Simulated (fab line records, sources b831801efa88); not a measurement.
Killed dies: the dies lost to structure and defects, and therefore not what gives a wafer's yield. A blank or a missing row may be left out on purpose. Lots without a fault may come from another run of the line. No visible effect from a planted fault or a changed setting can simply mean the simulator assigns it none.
Matching of chambers -- flow gf180mcu -- 3 sister chambers for GF_CONTACT_CVD_02 on pecvd-01
The step deposits SiO2 from TEOS, target thk 860 nm, time 95.992 s. 3 wafers are shown with their chamber, then 7 later ones without.

WAFERS PAIRED WITH THEIR CHAMBERS
wafer,chamber,heater power w (W)
L786.6,2,684
L789.2,1,738
L789.3,0,615

WAFERS MISSING THEIR CHAMBER
wafer,heater power w (W)
L789.5,673
L791.2,619
L791.3,668
L791.4,692
L794.1,735
L794.2,786
L794.6,559

WHICH CHAMBER EACH ONE RAN IN
wafer,from the rows above,in truth
L789.5,can't be placed: 2 or 0 or 1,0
L791.2,0,0
L791.3,can't be placed: 2 or 0 or 1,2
L791.4,can't be placed: 2 or 1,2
L794.1,can't be placed: 1 or 2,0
L794.2,can't be placed: 1 or 2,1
L794.6,0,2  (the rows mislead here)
Correct placement for 1 of the 7. From these rows, 5 cannot be placed; in 4 the true chamber is one of the candidates. Wrongly placed: 1.
How it was worked out, from the rows above alone: a wafer's distance from a chamber is the root of the sum, over the readings, of the square of ((its reading less the chamber's mean) divided by the reading's scatter). If the next closest chamber is less than 2 further off than the closest, the wafer can't be placed; otherwise it belongs to the closest. The mean given for a chamber averages the wafers shown for that chamber. The scatter (one wafer shown for each chamber): square how far every hidden wafer sits from the nearest shown wafer, average those squares and take the square root.
